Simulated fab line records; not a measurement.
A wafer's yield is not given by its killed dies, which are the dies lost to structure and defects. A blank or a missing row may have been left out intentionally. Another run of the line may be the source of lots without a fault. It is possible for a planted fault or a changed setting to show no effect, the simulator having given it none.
The same fault as seen by 2 desks    flow gf180mcu    what lay behind the numbers comes last; until then each desk has only its own

AT THE METROLOGY DESK
What the gauges read for every lot (on any tool): the sampled wafers with a number, averaged. The brackets show how far a lot's mean lies from the usual mean; more than 4 standard deviations puts the lot out of limits, marked OUT.
Columns: A = V1_OVL at GF_V1_OVL_MEAS_15, usual -3 nm
lot   first seen here  A
L808  day 18 09:52     -9
L810  day 19 07:00     0
L811  day 19 07:31     -13
L812  day 19 18:14     44 (+8.7) OUT
L813  day 20 06:35     -7
L814  day 20 11:44     47 (+9.3) OUT
L816  day 21 06:20     -6
L818  day 21 19:16     35 (+7.1) OUT
L821  day 23 06:40     -2
L822  day 23 10:10     -4
L824  day 24 05:53     -5
L827  day 24 21:50     -2
This desk reports L812, L814, L818 out of limits; the earliest was L812 at day 19 18:14 (V1_OVL at GF_V1_OVL_MEAS_15). L808, L810, L811, L813, L816, L821, L822, L824, L827: within limits.

DESK OF THE TOOL OWNER: krf scanner-02
The tool's own readings at GF_V1_EXPOSE_11 (exposes mask Via1, target cd 260 nm): means of the sampled wafers that have a number, for each lot that ran on this tool. The brackets show how far a lot's mean lies from the usual mean; more than 4 standard deviations puts the lot out of limits, marked OUT.
Columns: A = stage vel mm s at GF_V1_EXPOSE_11, usual 500.06 mm/s
lot   first seen here  A
L808  day 17 21:58     499.85
L810  day 18 19:04     500.09
L811  day 18 19:32     500.19
L812  day 19 05:59     499.91
L814  day 20 00:05     500.04
L818  day 21 07:58     500.26
Finding of this desk: none of the 6 lots has anything out of limits.

ALL TOGETHER
At day 19 18:14 the metrology desk could have sounded an alarm, on L812, L814, L818.
The desk of the tool owner found nothing out of limits.
Tool owner's desk: L812, L814, L818 on record, inside its limits.
GF_V1_EXPOSE_11 was run on krf scanner-02 by each of the lots named.

WHAT THE SIMULATOR HAD PUT IN
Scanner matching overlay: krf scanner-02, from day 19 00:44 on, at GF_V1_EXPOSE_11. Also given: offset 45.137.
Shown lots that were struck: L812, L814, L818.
Time in hours between the start of the fault and the first out-of-limits reading at each desk: metrology desk, 18.
